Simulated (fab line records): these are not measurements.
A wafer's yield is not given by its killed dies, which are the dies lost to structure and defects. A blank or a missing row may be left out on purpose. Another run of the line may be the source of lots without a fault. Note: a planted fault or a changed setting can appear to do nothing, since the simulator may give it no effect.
fab line records -- flow sky130
[record] lots = 6, wafers = 16, last_day = 51
route steps=708 shown METAL4@627 VIA4@639 PAD_OPEN@708
lots untouched by any fault: they come from a run of this same line in which no faults occurred
start_h: hours from the record's opening day to when the first of the lot's shown wafers began -- wait_h: hours since the lot's step before -- " the same as in the row above -- L1.1+2: several wafers, shown together as one row -- - no value, or no start was given -- * or withheld: withheld -- < > ~ a bound
route shown NAME@n: names a module that has steps shown in the file, with the first one's number in the route -- usual: mean/standard deviation taken from wafers without a fault -- same: alike in all rows -- chamber/n: place in a boat -- sites: per-site readings -- _std_site: their standard deviation -- _edge_site: mean of outer sites minus mean of inner sites -- radius_mm: for every site, how far away it sits from the centre of the wafer -- mask NAME#n: copy n -- behind: the tool/chamber that last shaped the wafer -- hold: the reason the lot was held/the length of the hold in hours/how it ended -- device: names the non-switching transistor (n, p or np) -- end of line: tests run on the same wafers once the route is complete -- where a step has no rows: the recipe by itself -- killed: dies that structure and defects cost at the first sort, which is not the same as the wafer's yield -- map: dies across one wafer; x = killed, . = not, _ = none there
set.NAME: the setting that was run; set.NAME@STEP: the one run at that earlier step -- model.NAME: the simulator's own value behind a step, which no gauge read
certain route steps with their lots: each step a table, each wafer a row
services: the hour from which a tool's chamber was out of use, counted from the record's first day as start_h (under 0 if before that day), plus the number of hours and why
[[steps]]
[step SKY_METAL4_PEB_11]
[recipe] peb_temp_c = withheld, peb_time_s = withheld, resist = KrF-thick
[step SKY_METAL4_DEVELOP_12]
[recipe] develop_time_s = 60, resist = KrF-thick, dev_temp_c = 21
[step SKY_METAL4_CD_MEAS_13]
[recipe] target_cd_nm = 300
[usual] cd_nm = 300.1/1.6
lot.wafer,tool,chamber,start_h,wait_h,cd_nm
L356.2,cd_sem-02,-,1018.73,-,300.8
L356.3,cd_sem-02,-,1018.73,-,300.3
L356.4,cd_sem-02,-,1018.73,-,301.8
L357.1,cd_sem-02,-,1023.26,-,301.0
L357.2,cd_sem-02,-,1023.26,-,300.7
L357.4,cd_sem-02,-,1023.26,-,300.2
L368.2,cd_sem-02,-,1095.78,-,300.8
L368.6,cd_sem-02,-,1095.78,-,300.0
L369.2,cd_sem-02,-,1102.13,-,300.3
L369.6,cd_sem-02,-,1102.13,-,300.7
L373.1,cd_sem-01,-,1124.71,-,298.7
L373.4,cd_sem-01,-,1124.71,-,298.7
L373.5,cd_sem-01,-,1124.71,-,298.5
L377.2,cd_sem-02,-,1145.08,-,300.1
L377.4,cd_sem-02,-,1145.08,-,299.1
L377.6,cd_sem-02,-,1145.08,-,299.1
[step SKY_METAL4_OVL_MEAS_14]
[usual] METAL4_OVL = 3/5.4
lot.wafer,tool,chamber,start_h,wait_h,METAL4_OVL[nm]
L356.2,overlay-02,-,1018.83,0.1,14
L356.3,overlay-02,-,1018.83,0.1,7
L356.4,overlay-02,-,1018.83,0.1,10
L357.1,overlay-02,-,1023.38,0.1,2
L357.2,overlay-02,-,1023.38,0.1,3
L357.4,overlay-02,-,1023.38,0.1,3
L368.2,overlay-01,-,1095.88,0.1,2
L368.6,overlay-01,-,1095.88,0.1,8
L369.2,overlay-02,-,1102.24,0.1,7
L369.6,overlay-02,-,1102.24,0.1,1
L373.1,overlay-01,-,1124.83,0.1,-2
L373.4,overlay-01,-,1124.83,0.1,2
L373.5,overlay-01,-,1124.83,0.1,0
L377.2,overlay-01,-,1145.19,0.1,-5
L377.4,overlay-01,-,1145.19,0.1,-5
L377.6,overlay-01,-,1145.19,0.1,4
[step SKY_METAL4_DESCUM_15]
[recipe] chemistry = O2, source_power_w = 150, bias_power_w = 0, pressure_mtorr = 10, temp_c = 40, time_s = 8
[usual] chamber_pressure_mTorr = 10.000/0.0085, drypump_motor_current_A = 5.82/0.23, oes_product_au = 1.003/0.0071
[same] time_s = 8
lot.wafer,tool,chamber,start_h,wait_h,chamber_pressure_mTorr,drypump_motor_current_A,oes_product_au,rf_hours_counter_h
L356.2,rie_metal-03,1,1018.86,0.0,9.991,5.65,1.008,18
L356.3,rie_metal-03,0,1018.86,0.0,9.996,6.22,1.008,-
L356.4,rie_metal-03,1,1018.86,0.0,9.997,5.64,1.003,-
L357.1,rie_metal-04,1,1023.41,0.0,9.985,5.56,0.995,8
L357.2,rie_metal-04,0,1023.41,0.0,10.001,5.76,1.010,15
L357.4,rie_metal-04,0,1023.41,0.0,9.996,5.74,1.009,-
L368.2,rie_metal-03,0,1095.91,0.0,10.005,6.22,1.018,14
L368.6,rie_metal-03,1,1095.91,0.0,10.003,5.65,1.011,-
L369.2,rie_metal-01,0,1102.27,0.0,10.003,5.77,0.997,23
L369.6,rie_metal-01,0,1102.27,0.0,9.995,5.78,0.993,-
L373.1,rie_metal-04,1,1124.87,0.0,9.999,5.57,1.011,15
L373.4,rie_metal-04,1,1124.87,0.0,10.013,5.57,0.996,-
L373.5,rie_metal-04,1,1124.87,0.0,10.004,5.57,1.010,-
L377.2,rie_metal-04,1,1145.22,0.0,9.999,5.55,0.995,16
L377.4,rie_metal-04,1,1145.22,0.0,10.018,5.56,1.007,-
L377.6,rie_metal-04,1,1145.22,0.0,10.003,5.57,1.007,-
[step SKY_METAL4_ETCH_16]
[recipe] chemistry = N2/H2, target = BARC, ion_energy_ev = 200, bias_w = 100, pressure_mtorr = 30, n2_flow_sccm = 100, h2_flow_sccm = 200, icp_w = 500, stop_on = SiO2, time_s = 88.2, target_depth_a = 600
[step SKY_METAL4_ETCH_17]
[recipe] target = SiO2, stop_on = TiN, chemistry = C4F8/O2/Ar, source_w = 1500, bias_w = 1200, pressure_mtorr = 40, c4f8_flow_sccm = withheld, O2_flow_sccm = 6, Ar_flow_sccm = 300, time_s = 3.9, target_depth_a = 150
[usual] bias_w = 1200/3.4, chamber_pressure_mTorr = 40.00/0.035, oes_product_au = 0.755/0.007
[same] time_s = 3.9
lot.wafer,tool,chamber,start_h,wait_h,bias_w,chamber_pressure_mTorr,oes_product_au,rf_hours_counter_h
L356.2,rie_diel-01,0,1018.99,0.1,1191,39.94,0.756,13
L356.3,rie_diel-01,2,1018.99,0.1,1200,40.02,0.750,15
L356.4,rie_diel-01,1,1018.99,0.1,1198,40.06,0.759,22
L357.1,rie_diel-01,3,1023.54,0.1,1201,40.06,0.748,7
L357.2,rie_diel-01,2,1023.54,0.1,1198,40.01,0.757,15
L357.4,rie_diel-01,1,1023.54,0.1,1201,40.01,0.756,22
L368.2,rie_diel-02,0,1096.04,0.1,1198,39.97,0.750,5
L368.6,rie_diel-02,1,1096.04,0.1,1207,39.99,0.754,-
L369.2,rie_diel-01,1,1102.40,0.1,1202,39.99,0.754,1
L369.6,rie_diel-01,0,1102.40,0.1,1205,39.99,0.750,-
L373.1,rie_diel-02,0,1125.00,0.1,1198,40.02,0.743,5
L373.4,rie_diel-02,1,1125.00,0.1,1198,40.01,0.748,16
L373.5,rie_diel-02,0,1125.00,0.1,1201,40.07,0.766,-
L377.2,rie_diel-02,0,1145.35,0.1,1199,40.01,0.751,6
L377.4,rie_diel-02,2,1145.35,0.1,1213,40.05,0.757,29
L377.6,rie_diel-02,1,1145.35,0.1,1201,39.94,0.758,-
[step SKY_METAL4_METAL_ETCH_18]
[recipe] target_depth_a = 8450, stop_on = SiO2, over_etch_frac = 0.3, time_s = 183.1, chemistry = Cl2/BCl3, resist_sidewall_deg = 88, pressure_mtorr = 10, icp_w = 900, bias_w = 48.5, Cl2_flow_sccm = 60, bcl3_flow_sccm = 30
[usual] bias_w = 48.52/0.15, chamber_pressure_mTorr = 9.999/0.0084, drypump_motor_current_A = 5.85/0.24, oes_product_au = 0.866/0.0061, throttle_valve_pct = 22.264/0.009
[same] time_s = 183.1
lot.wafer,tool,chamber,start_h,wait_h,bias_w,chamber_pressure_mTorr,drypump_motor_current_A,oes_product_au,rf_hours_counter_h,throttle_valve_pct
L356.2,rie_metal-01,1,1019.01,0.0,48.42,10.002,6.05,0.867,4,22.280
L356.3,rie_metal-01,1,1019.01,0.0,48.69,9.995,6.04,0.867,-,22.261
L356.4,rie_metal-01,0,1019.01,0.0,48.54,9.999,5.78,0.874,-,22.259
L357.1,rie_metal-01,1,1023.56,0.0,48.62,10.009,6.04,0.871,4,22.260
L357.2,rie_metal-01,0,1023.56,0.0,48.71,9.998,5.80,0.865,17,22.252
L357.4,rie_metal-01,1,1023.56,0.0,48.31,10.014,6.03,0.871,-,22.276
L368.2,rie_metal-04,1,1096.06,0.0,48.43,10.002,5.59,0.864,13,22.272
L368.6,rie_metal-04,1,1096.06,0.0,48.43,10.000,5.59,0.863,-,22.268
L369.2,rie_metal-03,1,1102.42,0.0,48.45,10.005,5.63,0.859,24,22.262
L369.6,rie_metal-03,0,1102.42,0.0,48.63,9.989,6.20,0.869,-,22.277
L373.1,rie_metal-03,0,1125.02,0.0,48.56,10.020,6.21,0.862,16,22.262
L373.4,rie_metal-03,0,1125.02,0.0,48.46,10.000,6.21,0.864,-,22.264
L373.5,rie_metal-03,0,1125.02,0.0,48.48,10.008,6.22,0.867,-,22.286
L377.2,rie_metal-03,0,1145.37,0.0,48.47,9.987,6.25,0.866,18,22.255
L377.4,rie_metal-03,0,1145.37,0.0,48.49,9.998,6.21,0.868,-,22.265
L377.6,rie_metal-03,1,1145.37,0.0,48.79,9.993,5.64,0.864,-,22.265
[step SKY_METAL4_STRIP_19]
[recipe] chemistry = O2/N2, power_w = 1400, pressure_mtorr = 1500, platen_temp_c = withheld, o2_flow_sccm = 3000, n2_flow_sccm = 300, overash_fraction = 0.5
[usual] chamber_pressure_mTorr = 1500.1/1.5, drypump_motor_current_A = 5.6/0.42, n2_flow_sccm = 300.0/0.81, oes_product_au = 0.501/0.0051, strip_time_to_endpoint_s = 6.51/0.065
lot.wafer,tool,chamber,start_h,wait_h,chamber_pressure_mTorr,drypump_motor_current_A,n2_flow_sccm,oes_product_au,rf_hours_counter_h,strip_time_to_endpoint_s
L356.2,plasma_asher-01,1,1019.19,0.1,1499.4,5.1,300.2,0.504,27,6.51
L356.3,plasma_asher-01,0,1019.19,0.1,1497.4,6.0,300.4,0.508,-,6.56
L356.4,plasma_asher-01,1,1019.19,0.1,1503.5,5.1,301.9,0.502,-,6.56
L357.1,plasma_asher-01,1,1023.74,0.1,1498.5,5.1,299.6,0.490,27,6.51
L357.2,plasma_asher-01,0,1023.74,0.1,1501.1,6.0,299.2,0.504,27,6.61
L357.4,plasma_asher-01,1,1023.74,0.1,1501.8,5.1,298.7,0.510,-,6.55
L368.2,plasma_asher-02,1,1096.24,0.1,1499.1,6.1,301.3,0.500,99,6.61
L368.6,plasma_asher-02,0,1096.24,0.1,1499.2,6.0,300.0,0.502,-,6.65
L369.2,plasma_asher-01,0,1102.60,0.1,1501.3,6.0,299.1,0.493,35,6.48
L369.6,plasma_asher-01,1,1102.60,0.1,1502.3,5.1,301.1,0.504,-,6.50
L373.1,plasma_asher-02,0,1125.20,0.1,1498.8,6.0,298.4,0.501,101,6.52
L373.4,plasma_asher-02,1,1125.20,0.1,1498.3,6.2,300.9,0.500,-,6.47
L373.5,plasma_asher-02,0,1125.20,0.1,1497.8,6.0,298.9,0.510,-,6.48
L377.2,plasma_asher-01,0,1145.55,0.1,1501.8,6.0,299.1,0.497,39,6.52
L377.4,plasma_asher-01,0,1145.55,0.1,1498.4,6.0,300.7,0.498,-,6.54
L377.6,plasma_asher-01,1,1145.55,0.1,1499.3,5.2,300.3,0.498,-,6.44
[step SKY_METAL4_STRIP_20]
[recipe] chemistry = post_etch_residue_remover, time_s = 1200, temp_c = 72.5
[step SKY_METAL4_CLEAN_21]
[recipe] chemistry = IPA, time_s = 180, temp_c = 25
[step SKY_METAL4_CLEAN_22]
[recipe] chemistry = O3/DIW, dry = n2_spin
[step SKY_VIA4_HDPCVD_00]
[recipe] material = SiO2, target_thk_nm = 1750, sigma_open_frac = 0.3, time_s = 291.7, temp_c = 400, sih4_flow_sccm = 60, pressure_mtorr = 6
[usual] run_length_s = 319.5/0.61
lot.wafer,tool,chamber,start_h,wait_h,run_length_s,model.SiO2_of_VIA4_HDPCVD_00.thk_nm
L356.2,hdpcvd-02,1,1019.78,0.0,319.1,1722
L356.3,hdpcvd-02,0,1019.78,0.0,319.7,1728
L356.4,hdpcvd-02,2,1019.78,0.0,319.3,1740
L357.1,hdpcvd-01,1,1024.33,0.0,319.3,1757
L357.2,hdpcvd-01,2,1024.33,0.0,320.5,1750
L357.4,hdpcvd-01,1,1024.33,0.0,320.1,1736
L368.2,hdpcvd-01,1,1096.83,0.0,319.9,1741
L368.6,hdpcvd-01,0,1096.83,0.0,305.1,1660
L369.2,hdpcvd-01,2,1103.20,0.0,320.8,1747
L369.6,hdpcvd-01,0,1103.20,0.0,304.9,1658
L373.1,hdpcvd-02,0,1125.79,0.0,319.8,1723
L373.4,hdpcvd-02,2,1125.79,0.0,318.9,1722
L373.5,hdpcvd-02,1,1125.79,0.0,319.2,1730
L377.2,hdpcvd-02,0,1146.14,0.0,319.6,1750
L377.4,hdpcvd-02,1,1146.14,0.0,318.8,1748
L377.6,hdpcvd-02,0,1146.14,0.0,320.2,1755
[step SKY_VIA4_THK_MEAS_01]
[recipe] reads = SiO2_of_VIA4_HDPCVD_00
[usual] VIA4_HDPCVD_THK = 1744/16
lot.wafer,tool,chamber,start_h,wait_h,VIA4_HDPCVD_THK[nm]
L356.2,film_metro-04,-,1019.97,0.1,1721
L356.3,film_metro-04,-,1019.97,0.1,1729
L356.4,film_metro-04,-,1019.97,0.1,1740
L357.1,film_metro-04,-,1024.60,0.2,1756
L357.2,film_metro-04,-,1024.60,0.2,1750
L357.4,film_metro-04,-,1024.60,0.2,1736
L368.2,film_metro-04,-,1097.02,0.1,1741
L368.6,film_metro-04,-,1097.02,0.1,1659
L369.2,film_metro-04,-,1103.39,0.1,1746
L369.6,film_metro-04,-,1103.39,0.1,1658
L373.1,film_metro-04,-,1125.97,0.1,1723
L373.4,film_metro-04,-,1125.97,0.1,1723
L373.5,film_metro-04,-,1125.97,0.1,1729
L377.2,film_metro-03,-,1146.33,0.1,1750
L377.4,film_metro-03,-,1146.33,0.1,1748
L377.6,film_metro-03,-,1146.33,0.1,1756
[step SKY_VIA4_CMP_02]
[recipe] material = SiO2, down_force_psi = 4, platen_rpm = 60, pad_velocity_m_s = 0.94248
[usual] head_pressure_psi = 3.999/0.0088, motor_current_A = 12.1/1.3, platen_rpm = 60.00/0.036, slurry_flow_ml_min = 150.0/0.51
lot.wafer,tool,chamber,start_h,wait_h,head_pressure_psi,motor_current_A,platen_rpm,slurry_flow_ml_min
L356.4,cmp-01,3,1020.02,0.0,3.995,11.3,59.95,150.2
L356.3,cmp-01,1,1020.02,0.0,3.997,11.6,59.99,149.7
L356.2,cmp-01,2,1020.02,0.0,3.995,13.9,60.00,149.9
L357.1,cmp-02,1,1024.66,0.1,3.992,13.8,59.98,150.2
L357.4,cmp-02,2,1024.66,0.1,3.991,12.7,59.96,149.5
L357.2,cmp-02,0,1024.66,0.1,4.013,10.1,60.04,150.1
L368.2,cmp-01,0,1097.54,0.5,3.996,11.1,59.94,149.4
L368.6,cmp-01,1,1097.54,0.5,4.005,11.3,60.02,150.7
L369.2,cmp-01,3,1103.83,0.4,4.005,11.5,60.01,148.9
L369.6,cmp-01,3,1103.83,0.4,3.997,11.5,60.04,149.1
L373.4,cmp-01,3,1126.19,0.2,3.983,11.6,60.05,150.4
L373.1,cmp-01,1,1126.19,0.2,4.010,10.9,60.02,149.5
L373.5,cmp-01,3,1126.19,0.2,3.985,11.5,59.99,151.2
L377.4,cmp-01,1,1146.43,0.1,4.017,11.0,60.00,149.5
L377.2,cmp-01,3,1146.43,0.1,4.015,10.7,59.96,149.7
L377.6,cmp-01,2,1146.43,0.1,3.993,13.9,60.02,150.5
[step SKY_PAD_OPEN_PROBE_99]
[usual] defect_limited_yield = 82.3/1.8, killed_at_M0_to_M3 = 43/6.9, killed_at_M4_up = 3.2/1.6, killed_at_contacts = 25/5.1, killed_at_front_end = 16/4.5, killed_at_other = 0.3/0.68, killed_dies = 87/8.9, killed_open = 48/6.9, killed_short = 39/6.3, sort_bin_3_pad_short = 0.8/0.4, sort_bin_5_function = 10.5/1.4, sort_bin_6_memory = 6.4/1.1, sort_n_pass = 405/8.9, sort_yield_pct = 82.3/1.8
[same] gross_dies = 492, killed_at_back_side = 0, sort_bin_4_leakage[%] = 0, sort_bin_8_speed[%] = 0
lot.wafer,tool,chamber,start_h,wait_h,defect_limited_yield[%],killed_at_M0_to_M3,killed_at_M4_up,killed_at_contacts,killed_at_front_end,killed_at_other,killed_dies,killed_open,killed_short,sort_bin_3_pad_short[%],sort_bin_5_function[%],sort_bin_6_memory[%],sort_n_pass,sort_yield_pct[%]
L357.1,prober-02,-,1119.54,0.1,81.9,46,4,28,11,0,89,51,38,0.6,10.0,7.5,403,81.9
L357.2,prober-02,-,1119.59,0.1,81.7,49,5,25,11,0,90,42,48,1.2,9.6,7.5,402,81.7
L357.4,prober-02,-,1119.69,0.2,82.7,49,4,21,11,0,85,53,32,1.0,10.4,5.9,407,82.7
L368.6,prober-02,-,1179.94,0.2,82.3,39,6,23,19,0,87,43,44,0.6,12.0,5.1,405,82.3
L369.2,prober-01,-,1184.78,0.1,77.8,51,2,35,21,0,109,55,54,1.0,13.6,7.5,383,77.8
L369.6,prober-01,-,1184.98,0.2,82.9,42,1,23,18,0,84,53,31,0.6,11.4,5.1,408,82.9
L373.1,prober-02,-,1204.88,0.1,82.7,55,5,16,9,0,85,51,34,0.8,11.2,5.3,407,82.7
L373.4,prober-02,-,1205.03,0.2,82.3,52,1,23,11,0,87,46,41,0,10.8,6.9,405,82.3
L373.5,prober-02,-,1205.08,0.2,80.1,53,4,31,9,1,98,55,43,1.0,11.6,7.3,394,80.1
// killed by level:class
L357.1 VIA1:geometric_particle:open=12 CONTACT:geometric_particle:open=10 LI_CONTACT:geometric_particle:short=7 VIA3:geometric_particle:open=7 LOCAL_INTERCONNECT:geometric_particle:short=6 METAL2:geometric_particle:short=6 VIA1:geometric_particle:short=4 VIA2:geometric_particle:short=4
L357.2 VIA1:geometric_particle:open=9 METAL2:geometric_particle:short=8 LOCAL_INTERCONNECT:geometric_particle:short=7 LI_CONTACT:geometric_particle:open=6 CONTACT:geometric_particle:open=6 VIA2:geometric_particle:open=6 METAL1:geometric_particle:short=5 VIA2:geometric_particle:short=5
L357.4 VIA1:geometric_particle:open=11 VIA3:geometric_particle:open=11 CONTACT:geometric_particle:open=10 VIA2:geometric_particle:open=6 METAL2:geometric_particle:short=6 FIELD_ISO:geometric_particle:short=4 LI_CONTACT:geometric_particle:open=4 VIA1:geometric_particle:short=4
L368.6 VIA1:geometric_particle:open=11 METAL2:geometric_particle:short=8 CONTACT:geometric_particle:open=7 LI_CONTACT:geometric_particle:open=6 FIELD_ISO:geometric_particle:short=5 FIELD_ISO:geometric_particle:open=4 POLY_GATE:geometric_particle:short=4 LI_CONTACT:geometric_particle:short=4
L369.2 VIA1:geometric_particle:open=13 CONTACT:geometric_particle:short=11 CONTACT:geometric_particle:open=10 LI_CONTACT:geometric_particle:open=7 METAL1:geometric_particle:short=6 VIA2:geometric_particle:open=6 VIA2:geometric_particle:short=4 POLY_CUT:geometric_particle:short=4
L369.6 VIA1:geometric_particle:open=11 CONTACT:geometric_particle:open=9 VIA2:geometric_particle:open=7 VIA3:geometric_particle:open=6 METAL1:geometric_particle:short=6 POLY_GATE:geometric_particle:open=5 LI_CONTACT:geometric_particle:open=5 LOCAL_INTERCONNECT:geometric_particle:short=5
L373.1 VIA2:geometric_particle:open=15 CONTACT:geometric_particle:open=10 METAL1:geometric_particle:short=8 VIA1:geometric_particle:short=8 VIA1:geometric_particle:open=8 METAL4:geometric_particle:short=5 POLY_GATE:geometric_particle:open=4 METAL2:geometric_particle:short=4
L373.4 VIA2:geometric_particle:open=9 VIA1:geometric_particle:open=9 CONTACT:geometric_particle:open=8 LI_CONTACT:geometric_particle:open=7 VIA2:geometric_particle:short=7 VIA1:geometric_particle:short=6 VIA3:geometric_particle:open=6 METAL2:geometric_particle:short=5
L373.5 CONTACT:geometric_particle:open=13 LI_CONTACT:geometric_particle:open=10 VIA2:geometric_particle:open=10 METAL1:geometric_particle:short=8 VIA1:geometric_particle:open=8 METAL2:geometric_particle:short=6 VIA3:geometric_particle:open=6 VIA1:geometric_particle:short=5
[[services]]
tool,chamber,start_h,hours,kind
rie_diel-02,2,996.07,5.3,repair
hdpcvd-01,0,1014.89,9.9,repair
hdpcvd-01,-,1034.14,5.5,pm
rie_diel-01,-,1036.38,1.0,repair
rie_diel-01,1,1038.92,-,clean
rie_diel-01,1,1038.92,34.3,scheduled_down
rie_diel-01,1,1038.92,34.3,vent_cycle
hdpcvd-02,-,1060.74,1.7,repair
hdpcvd-01,1,1082.72,8.8,repair
cmp-02,-,1084.28,4.0,pm
cmp-02,-,1088.28,-,consumable_replace:conditioner
cmp-02,-,1088.28,-,consumable_replace:pad
plasma_asher-01,-,1090.32,3.4,repair
cmp-02,-,1092.97,15.6,repair
hdpcvd-01,-,1110.71,3.3,repair
cmp-01,-,1134.85,1.2,repair
rie_diel-02,-,1135.76,0.7,repair
cmp-01,-,1137.56,1.8,repair
cmp-02,-,1144.01,4.3,pm
[[key]]
[first_sign] step = SKY_VIA4_HDPCVD_00, reading = run_length_s, direction = down, sigmas = 24, usual = *, struck = *
[effect] step = SKY_VIA4_THK_MEAS_01, reading = VIA4_HDPCVD_THK, direction = down, sigmas = 5.3, usual = 1744, struck = 1658
[model_effect] step = SKY_VIA4_HDPCVD_00, value = SiO2_of_VIA4_HDPCVD_00.thk_nm, without = 1746, struck = 1659
met_at SKY_VIA4_HDPCVD_00
struck_wafers L368.6,L369.6
onset_between 1024.33 1096.83
[fault] kind = process_parameter_drift, tool = hdpcvd-01, chamber = -, onset_h = 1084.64, steps = SKY_VIA4_HDPCVD_00, channel = time_s, offset = *, shape = step, end_h = 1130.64, scope = struck_wafers_only, acts_in = *, stated = *
